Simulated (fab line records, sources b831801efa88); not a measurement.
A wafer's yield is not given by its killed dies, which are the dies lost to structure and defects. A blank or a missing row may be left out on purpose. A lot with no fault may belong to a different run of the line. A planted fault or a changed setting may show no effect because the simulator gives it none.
Problem report in the 8D (eight disciplines) form, filled by code :: flow sky130 :: the parts of the form that need people (team, actions taken, sign-off) are left out

== 1. PROBLEM STATEMENT ==
At SKY_PAD_OPEN_PROBE_99, killed at front end averages 423 over 3 wafers from 2 lots, while fault-free wafers read 15, standard deviation 4.6. That is +89 standard deviations from the usual mean.
First observed at day 48 11:51: wafer L244.1, on prober-02. The record holds 12 wafers of 4 lots with a number at this step. By rule, "out" or "out of limits" means more than 4 standard deviations away from the usual mean. The rest of the wafers with a number are treated as sound.

== 2. WHAT IT IS, WHAT IT ISN'T ==
question: which readings at this step
is: killed at front end, killed dies, killed on rim
is not: killed_at_M0_to_M3, killed at contacts, killed open, killed short

question: which lots
is: L244, L245
is not: L248, L249

question: which wafers of those lots
is: L244.1, L245.1, L245.4
is not: L244.5, L244.6, L245.3

question: read on which tools
is: prober-01, prober-02
is not: -

question: when
is: from day 48 11:51
is not: up to then (0 sound wafers); but 9 sound wafers of L244, L245, L248, L249 came after

== 3. THE SUSPECTS, EACH WITH WHAT RULES IT OUT ==
Counting: if a tool at a process step up to the reading ran every lot that is out, it stays a suspect. Sound lots after the first of them don't rule it out here, since some wafers of a struck lot are sound.
- litho track-03 at SKY_DNWELL_DEVELOP_06 (develop time 60 s): kept. It ran every lot that is out, first L244 (day 5 06:00).
- rie metal-04 at SKY_METAL4_ETCH_16 (etches BARC in N2/H2, stops on SiO2, time 88.2 s, target depth 60 nm): kept. It ran every lot that is out, first L244 (day 44 20:32).
- cmp-02 at SKY_VIA4_CMP_02 (polishes SiO2): kept. It ran every lot that is out, first L244 (day 44 21:49).
After the count, these remain: litho track-03 at SKY_DNWELL_DEVELOP_06, rie metal-04 at SKY_METAL4_ETCH_16 and cmp-02 at SKY_VIA4_CMP_02.

== 4. THE CAUSE (what the simulator had put in) ==
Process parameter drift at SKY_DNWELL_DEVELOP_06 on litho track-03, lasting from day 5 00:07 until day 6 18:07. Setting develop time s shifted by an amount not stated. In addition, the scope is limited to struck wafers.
3 suspects survive the count, and this tool is in that group.

== 5. SEQUENCE OF EFFECTS, ordered by route ==
Each row: a reading where the mean over the struck wafers with a number is more than 3 standard deviations away from the usual. Only readings for which the record gives a usual standard deviation are gone through. hours: the time from each lot's start at the first step in this table that gives one to its start at this step, as a median over the lots. sigmas: the change in usual standard deviations.
hours: 0
step: SKY_PAD_OPEN_PROBE_99
reading: killed at front end
usual: 15
on struck wafers: 423
change: +408
sigmas: +89

hours: 0
step: SKY_PAD_OPEN_PROBE_99
reading: killed dies
usual: 87
on struck wafers: 492
change: +405
sigmas: +40

hours: 0
step: SKY_PAD_OPEN_PROBE_99
reading: killed on rim
usual: 17
on struck wafers: 96
change: +79
sigmas: +20
It contains these process steps:
- SKY_PAD_OPEN_PROBE_99

== 6. HOW IT WOULD HAVE BEEN CAUGHT EARLIER ==
The fault began at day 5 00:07; the first out-of-limits reading in this record came at day 48 11:51, 1044 hours later.
An alarm limit of 4 standard deviations would not have fired on the tool readings at SKY_DNWELL_DEVELOP_06 for which the record gives a usual standard deviation, since none of them was out on any struck wafer.
By day 48 11:51 the whole set of lots that are out, 2 in number, had already begun SKY_DNWELL_DEVELOP_06 on litho track-03. None of them would have been spared by holding the tool at that moment.
